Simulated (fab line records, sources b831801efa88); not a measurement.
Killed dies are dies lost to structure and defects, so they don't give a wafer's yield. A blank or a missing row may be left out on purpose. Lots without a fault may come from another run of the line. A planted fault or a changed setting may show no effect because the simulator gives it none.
fab line records | flow sky130 | part 2 of 2: steps 31 to 45 of 45
record lots=5 wafers=15 last_day=49
route steps=708 shown LDD_LDN@303 SPACER@304 POLY_CUT@307 SD_P@320 RES_XHIGH@332 SD_N@342
lots that met no fault: from a run of the same line without faults
start_h: hours from the record's first day to the start of the lot's first wafer shown | wait_h: hours since the lot's step before | " the same as in the row above | L1.1+2: a row that stands for several wafers | - no value, or no start given | * or withheld: withheld | < > ~ a bound
route shown NAME@n: a module of which the file shows steps, and the number in the route of the first | usual: mean/standard deviation of fault-free wafers | same: alike in all rows | chamber/n: place in a boat | sites: the reading at each site | _std_site: their standard deviation | _edge_site: outer sites' mean less inner sites' | radius_mm: how far each site lies from the wafer's centre | mask NAME#n: copy n | behind: the tool/chamber that last shaped the wafer | hold: why the lot was held/for how many hours/how that ended | device: the transistor (n, p or np) that didn't switch | end of line: the same wafers' tests at the end of the route | a step without rows: its recipe alone | killed: dies lost to structure and defects at the first sort, not the wafer's yield | map: a wafer's dies, x killed, . not, _ none there
set.NAME: the setting as run; set.NAME@STEP: as run at that earlier step | model.NAME: the simulator's own value behind a step, which no gauge read
lots at some steps of the route; a table a step, a row a wafer
services: from which hour (start_h, from the record's first day; less than 0 if before it) a tool's chamber was out of use, for how many hours, and why
## steps
# step SKY_RES_XHIGH_HMDS_01
# recipe prime_time_s=60 prime_temp_c=120
# columns lot.wafer tool chamber start_h wait_h
L076.3+4+6 litho_track-02 0 615.01 0.1
L086.2+4+5 litho_track-01 0 701.15 0.1
L087.1+3+5 litho_track-02 0 714.71 0.1
L088.1+4+5 litho_track-02 0 715.96 0.1
L095.2+3+4 litho_track-02 0 771.79 0.1
# step SKY_RES_XHIGH_COAT_02
# recipe resist=NOVOLAK spin_rpm=3000 resist_thk_nm=1140
# columns lot.wafer tool chamber start_h wait_h
L076.3+4+6 litho_track-02 0 615.16 0.1
L086.2+4+5 litho_track-01 0 701.30 0.1
L087.1+3+5 litho_track-02 0 714.86 0.1
L088.1+4+5 litho_track-02 0 716.11 0.1
L095.2+3+4 litho_track-02 0 771.94 0.1
# step SKY_RES_XHIGH_SOFTBAKE_03
# recipe temp_c=90 time_s=60 resist=NOVOLAK
# columns lot.wafer tool chamber start_h wait_h
L076.3+4+6 litho_track-02 0 615.31 0.1
L086.2+4+5 litho_track-01 0 701.45 0.1
L087.1+3+5 litho_track-02 0 715.01 0.1
L088.1+4+5 litho_track-02 0 716.26 0.1
L095.2+3+4 litho_track-02 0 772.09 0.1
# step SKY_RES_XHIGH_EXPOSE_04
# recipe mask_id=URPM na=0.6 source_shape=conventional sigma_outer=0.6 polarization=unpolarized target_cd_nm=1270 dose_mj=140
# columns lot.wafer tool chamber start_h wait_h mask
L076.3+4+6 iline_stepper-02 0 - - URPM#0
L086.2+4+5 iline_stepper-01 0 - - URPM#0
L087.1+3+5 iline_stepper-02 0 - - URPM#0
L088.1+4+5 iline_stepper-02 0 - - URPM#0
L095.2+3+4 iline_stepper-02 0 - - URPM#0
# step SKY_RES_XHIGH_PEB_05
# recipe temp_c=withheld time_s=* resist=NOVOLAK
# columns lot.wafer tool chamber start_h wait_h
L076.3+4+6 litho_track-02 0 - -
L086.2+4+5 litho_track-04 0 - -
L087.1+3+5 litho_track-01 0 - -
L088.1+4+5 litho_track-01 0 - -
L095.2+3+4 litho_track-01 0 - -
# step SKY_RES_XHIGH_DEVELOP_06
# recipe resist=NOVOLAK developer=TMAH develop_time_s=60 dev_temp_c=23.46
# same develop_time_s=60
# columns lot.wafer tool chamber start_h wait_h
L076.3+4+6 litho_track-02 0 629.06 0.1
L086.2+4+5 litho_track-04 0 715.44 0.1
L087.1+3+5 litho_track-01 0 728.73 0.1
L088.1+4+5 litho_track-01 0 730.28 0.1
L095.2+3+4 litho_track-01 0 785.50 0.1
# step SKY_RES_XHIGH_IMPLANT_07
# recipe species=BF2 energy_kev=20 dose_cm2=3.6e+14 tilt_deg=0
# columns lot.wafer tool chamber start_h wait_h
L076.3+4+6 implanter-03 0 629.21 0.1
L086.2+4+5 implanter-04 0 715.59 0.1
L087.1+3+5 implanter-03 0 728.88 0.1
L088.1+4+5 implanter-01 0 730.43 0.1
L095.2+3+4 implanter-04 0 785.65 0.1
# step SKY_RES_XHIGH_STRIP_08
# recipe chemistry=O2/N2 power_w=1400 pressure_mtorr=1500 platen_temp_c=withheld o2_flow_sccm=3000 n2_flow_sccm=300 overash_fraction=0.5
# usual chamber_pressure_mTorr=1500.2/1.5 drypump_motor_current_A=5.8/0.43 oes_product_au=0.711/0.0042 strip_time_to_endpoint_s=14.29/0.044
# columns lot.wafer tool chamber start_h wait_h chamber_pressure_mTorr drypump_motor_current_A oes_product_au rf_hours_counter_h strip_time_to_endpoint_s
L076.3 plasma_asher-04 1 629.35 0.1 1500.8 5.6 0.717 - 14.32
L076.4 " 0 " " 1501.2 5.1 0.704 - 14.30
L076.6 " 0 " " 1498.6 5.1 0.710 - 14.31
L086.2 plasma_asher-02 1 715.71 0.1 1500.4 6.3 0.720 90 14.28
L086.4 " 0 " " 1500.3 6.1 0.716 - 14.26
L086.5 " 1 " " 1498.1 6.3 0.707 - 14.27
L087.1 plasma_asher-04 0 729.03 0.1 1501.3 5.1 0.709 61 14.33
L087.3 " 1 " " 1500.1 5.6 0.704 - 14.32
L087.5 " 0 " " 1501.4 5.1 0.707 - 14.29
L088.1 plasma_asher-01 1 730.58 0.1 1500.2 5.6 0.705 29 14.34
L088.4 " 1 " " 1500.0 5.6 0.716 - 14.33
L088.5 " 0 " " 1500.6 6.3 0.713 - 14.36
L095.2 plasma_asher-02 1 785.78 0.1 1503.6 6.3 0.712 98 14.31
L095.3 " 1 " " 1499.5 6.3 0.709 - 14.38
L095.4 " 0 " " 1500.4 6.1 0.708 - 14.38
# step SKY_RES_XHIGH_TW_MEAS_09
# usual RES_XHIGH_TW=1641/8.8
# columns lot.wafer tool chamber start_h wait_h RES_XHIGH_TW
L076.3 film_metro-04 - 629.43 0.1 1634
L076.4 " - " " 1626
L076.6 " - " " 1626
L086.2 film_metro-02 - 715.82 0.1 1645
L086.4 " - " " 1645
L086.5 " - " " 1651
L087.1 film_metro-02 - 729.13 0.1 1654
L087.3 " - " " 1658
L087.5 " - " " 1655
L088.1 film_metro-04 - 730.68 0.1 1625
L088.4 " - " " 1627
L088.5 " - " " 1632
L095.2 film_metro-02 - 785.89 0.1 1643
L095.3 " - " " 1642
L095.4 " - " " 1643
# step SKY_SD_N_DEHYDRATE_00
# recipe temp_c=200 time_s=60
# columns lot.wafer tool chamber start_h wait_h
L076.3+4+6 litho_track-03 0 644.23 14.8
L086.2+4+5 litho_track-03 0 729.51 13.7
L087.1+3+5 litho_track-04 0 742.01 12.9
L088.1+4+5 litho_track-02 0 743.61 12.9
L095.2+3+4 litho_track-02 0 798.69 12.8
# step SKY_SD_N_HMDS_01
# recipe prime_time_s=60 prime_temp_c=120
# columns lot.wafer tool chamber start_h wait_h
L076.3+4+6 litho_track-03 0 644.38 0.1
L086.2+4+5 litho_track-03 0 729.66 0.1
L087.1+3+5 litho_track-04 0 742.16 0.1
L088.1+4+5 litho_track-02 0 743.76 0.1
L095.2+3+4 litho_track-02 0 798.84 0.1
# step SKY_SD_N_COAT_02
# recipe resist=NOVOLAK spin_rpm=3000 resist_thk_nm=1140
# columns lot.wafer tool chamber start_h wait_h
L076.3+4+6 litho_track-03 0 644.53 0.1
L086.2+4+5 litho_track-03 0 729.81 0.1
L087.1+3+5 litho_track-04 0 742.31 0.1
L088.1+4+5 litho_track-02 0 743.91 0.1
L095.2+3+4 litho_track-02 0 798.99 0.1
# step SKY_SD_N_SOFTBAKE_03
# recipe temp_c=90 time_s=60 resist=NOVOLAK
# columns lot.wafer tool chamber start_h wait_h
L076.3+4+6 litho_track-03 0 644.68 0.1
L086.2+4+5 litho_track-03 0 729.96 0.1
L087.1+3+5 litho_track-04 0 742.46 0.1
L088.1+4+5 litho_track-02 0 744.06 0.1
L095.2+3+4 litho_track-02 0 799.14 0.1
# step SKY_SD_N_EXPOSE_04
# recipe mask_id=NSDM na=0.6 source_shape=conventional sigma_outer=0.6 polarization=unpolarized target_cd_nm=380 dose_mj=141
# columns lot.wafer tool chamber start_h wait_h mask
L076.3+4+6 iline_stepper-02 0 - - NSDM#0
L086.2+4+5 iline_stepper-01 0 - - NSDM#0
L087.1+3+5 iline_stepper-01 0 - - NSDM#0
L088.1+4+5 iline_stepper-02 0 - - NSDM#0
L095.2+3+4 iline_stepper-02 0 - - NSDM#0
# step SKY_SD_N_PEB_05
# recipe temp_c=withheld time_s=* resist=NOVOLAK
# columns lot.wafer tool chamber start_h wait_h
L076.3+4+6 litho_track-03 0 - -
L086.2+4+5 litho_track-02 0 - -
L087.1+3+5 litho_track-02 0 - -
L088.1+4+5 litho_track-03 0 - -
L095.2+3+4 litho_track-02 0 - -
## services
# columns tool chamber start_h hours kind
rie_diel-02 2 532.38 60.6 repair
iline_stepper-01 - 532.46 1.7 pm
rie_diel-01 - 547.85 1.2 repair
lpcvd-02 - 557.03 28.1 pm
rie_diel-02 - 568.99 0.8 repair
iline_stepper-02 - 569.31 1.7 pm
rie_diel-02 - 576.79 0.3 repair
plasma_asher-04 - 580.10 2.1 repair
rie_diel-02 - 586.98 2.8 pm
iline_stepper-01 - 588.31 28.9 pm
rie_diel-02 - 652.95 0.1 repair
plasma_asher-04 - 655.07 10.0 repair
rie_diel-01 - 664.74 1.7 repair
rie_diel-01 2 671.98 2.0 repair
rie_diel-01 1 676.88 4.8 repair
iline_stepper-01 - 703.54 0.7 repair
iline_stepper-01 - 715.15 6.8 repair
rie_diel-02 1 715.83 16.0 repair
rie_diel-01 - 771.43 0.7 repair
rie_diel-02 1 787.12 11.1 repair
iline_stepper-02 - 787.49 1.7 pm
plasma_asher-02 - 790.70 1.5 repair
rie_diel-02 2 792.87 17.4 repair
rie_diel-01 2 810.01 1.8 repair
